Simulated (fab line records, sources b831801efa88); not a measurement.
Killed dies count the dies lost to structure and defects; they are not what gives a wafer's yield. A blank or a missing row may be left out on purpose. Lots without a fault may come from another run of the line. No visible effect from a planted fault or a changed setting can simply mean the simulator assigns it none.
Comparing a struck lot with a sound one	flow sky130	32 out of 708 route steps
Sound: the wafers L769.1, L769.2, L769.6. Struck: wafer L783.4 (L783.1, L783.6, from the same lot, were not struck and are left out); the cause is given at the end.
For every step that has rows: the tool of each side, followed by ch and its chambers, followed by its first start. Under that, the readings that differ: sound wafers	struck wafers	difference of the means	sigmas: that difference in standard deviations of wafers without a fault.
alike: a reading whose means differ by less than 2 such deviations, as well as words and numbers matching on both sides. not compared: withheld readings; readings where some wafer has no value; bounds like >300 that might hide an equal value; numbers whose values overlap and for which the record gives no deviation.
A row with sigmas, a row that says differs or no value, or rows on one side alone: a step with any of these is where the two part. Non-overlapping numbers with no deviation appear without sigmas and do not part them. A reading missing from all wafers of one side parts the sides only when that side holds two or more wafers.

first, 3 steps without rows for these wafers: SKY_VIA1_STRIP_17 (strips in post etch residue remover, time 1200 s); SKY_VIA1_CLEAN_18 (cleans in IPA, time 180 s); SKY_VIA1_CLEAN_19 (cleans in O3/DIW).
SKY_VIA1_SPUTTER_20: material TiN, target thk 20 nm, time 80 s.
  struck on pvd_sputter-03, day 40 12:23; sound on pvd_sputter-03, day 37 00:13
  alike: throttle_valve_pct
then, 1 step without rows for these wafers: SKY_VIA1_CVD_21 (deposits W, target thk 270 nm, time 80.902 s).
SKY_VIA1_RS_MEAS_22: the measuring method here is four-point-probe.
  struck on film_metro-02, day 40 12:32; sound on film_metro-01, day 37 00:22
  alike: VIA1_W_RS
SKY_VIA1_THK_MEAS_23: measures by xrf.
  struck on film_metro-02, day 40 12:40; sound on film_metro-01, day 37 00:29
  alike: VIA1_W_THK
SKY_VIA1_CMP_24: polishes, stops on SiO2, t overpolish 15 s, target thk 0 nm.
  sound on cmp-01 ch 1,2,3, day 37 00:38; struck on cmp-01 ch 2, day 40 12:43
  alike: motor_current_A, overpolish_run_s, time_to_endpoint_s
then, 3 steps without rows for these wafers: SKY_METAL2_SPUTTER_00 (material Ti, target thk 15 nm, time 10 s); SKY_METAL2_SPUTTER_01 (material TiN, target thk 20 nm, time 16.7 s); SKY_METAL2_SPUTTER_02 (material AlCu, target thk 250 nm, time 13.3 s).
SKY_METAL2_SPUTTER_03: material Ti, target thk 5 nm, time 3.3 s.
  struck on pvd_sputter-01, day 40 13:14; sound on pvd_sputter-01, day 37 00:55
  alike: throttle_valve_pct
SKY_METAL2_SPUTTER_04: material TiN, target thk 70 nm, time 58.3 s.
  struck on pvd_sputter-01, day 40 13:15; sound on pvd_sputter-01, day 37 00:56
reading	sound	struck	difference	sigmas
model.TiN_of_METAL2_SPUTTER_04.thk_nm (nm)	70.09 70.46 69.88	28.08	-42.06	
  alike: throttle_valve_pct
SKY_METAL2_RS_MEAS_05: the measuring method here is four-point-probe.
  struck on film_metro-03, day 40 13:18; sound on film_metro-03, day 37 00:59
  alike: METAL2_ALCU_RS
SKY_METAL2_THK_MEAS_06: measures by xrf.
  struck on film_metro-03, day 40 13:25; sound on film_metro-03, day 37 01:06
reading	sound	struck	difference	sigmas
METAL2_ALCU_THK (nm)	250.5 249.0 251.6	268.1	+17.7	+7
then, 8 steps without rows for these wafers: SKY_METAL2_DEHYDRATE_07 (time 60 s); SKY_METAL2_HMDS_08 (prime time 60 s); SKY_METAL2_COAT_09 (resist thk 60 nm); SKY_METAL2_COAT_10 (resist thk 450 nm); SKY_METAL2_SOFTBAKE_11 (time 90 s); SKY_METAL2_EXPOSE_12 (exposes mask MM2, target cd 140 nm); SKY_METAL2_PEB_13; SKY_METAL2_DEVELOP_14 (develop time 60 s).
SKY_METAL2_CD_MEAS_15: target cd 140 nm.
  struck on cd_sem-02, day 41 13:06; sound on cd_sem-01, day 38 03:37
  alike: cd_nm
SKY_METAL2_OVL_MEAS_16:
  struck on overlay-01, day 41 13:13; sound on overlay-01, day 38 03:44
  alike: METAL2_OVL
SKY_METAL2_DESCUM_17: chemistry O2, time 8 s.
  sound on rie_metal-03 ch 0,1, day 38 03:47; struck on rie_metal-01 ch 0, day 41 13:15
reading	sound	struck	difference	sigmas
oes_product_au (a.u.)	1.011 0.991 0.987	1.012	+0.016	+2
  alike: drypump_motor_current_A
  not compared: rf_hours_counter_h
SKY_METAL2_ETCH_18: etches BARC in N2/H2, stops on SiO2, time 45.9 s, target depth 60 nm.
  sound on rie_metal-03 ch 0,1, day 38 03:49; struck on rie_metal-01 ch 0, day 41 13:17
reading	sound	struck	difference	sigmas
throttle_valve_pct (%)	13.208 13.214 13.225	13.236	+0.020	+2
  alike: drypump_motor_current_A, oes_product_au
  not compared: rf_hours_counter_h
SKY_METAL2_METAL_ETCH_19: etches the open film in Cl2/BCl3, stops on SiO2, target depth 360 nm, time 78 s.
  sound on rie_metal-03 ch 0,1, day 38 03:52; struck on rie_metal-01 ch 0, day 41 13:21
reading	sound	struck	difference	sigmas
oes_product_au (a.u.)	0.856 0.852 0.859	0.826	-0.030	-5
  alike: drypump_motor_current_A, throttle_valve_pct
  not compared: rf_hours_counter_h
then, 1 step without rows for these wafers: SKY_METAL2_STRIP_20 (strips in O2/N2).
SKY_METAL2_STRIP_21: strips in post etch residue remover, time 1200 s.
  sound on wet_bench-03 ch 1, day 38 04:04; struck on wet_bench-02 ch 1, day 41 13:32
reading	sound	struck	difference	sigmas
model.TiN_of_METAL2_SPUTTER_04.thk_nm (nm)	69.67 70.04 69.46	27.66	-42.06	
then, 1 step without rows for these wafers: SKY_METAL2_CLEAN_22 (cleans in IPA, time 180 s).
-- the record jumps here: 9 days lie between the struck wafers' starts before and after (it left off in module METAL2 and takes up again in module PAD_OPEN, whose first step shown is number 708 of the route) --
SKY_PAD_OPEN_PROBE_99:
  struck on prober-02, day 50 17:55; sound on prober-02, day 48 06:22
reading	sound	struck	difference	sigmas
defect_limited_yield (%)	81.3 85.0 82.1	78.3	-4.5	-2
killed_at_M0_to_M3	42 44 32	57	+18	+3
killed_dies	92 74 88	107	+22	+3
killed_short	44 37 35	54	+15	+2
sort_bin_5_function (%)	11.0 9.3 10.2	15.2	+5.0	+4
sort_n_pass	400 418 404	385	-22	-3
sort_yield_pct (%)	81.3 85.0 82.1	78.3	-4.5	-2
model.etest.via2_chain.rc_ohm	10.36 9.85 9.666	9.108	-0.851	
  alike: killed_at_M4_up, killed_at_contacts, killed_at_front_end, killed_at_other, killed_open, sort_bin_3_pad_short, sort_bin_6_memory

== WHERE THEY PART ==
At SKY_METAL2_THK_MEAS_06 first; at SKY_PAD_OPEN_PROBE_99 last (within this record only).

WHY: what had been put in by the simulator
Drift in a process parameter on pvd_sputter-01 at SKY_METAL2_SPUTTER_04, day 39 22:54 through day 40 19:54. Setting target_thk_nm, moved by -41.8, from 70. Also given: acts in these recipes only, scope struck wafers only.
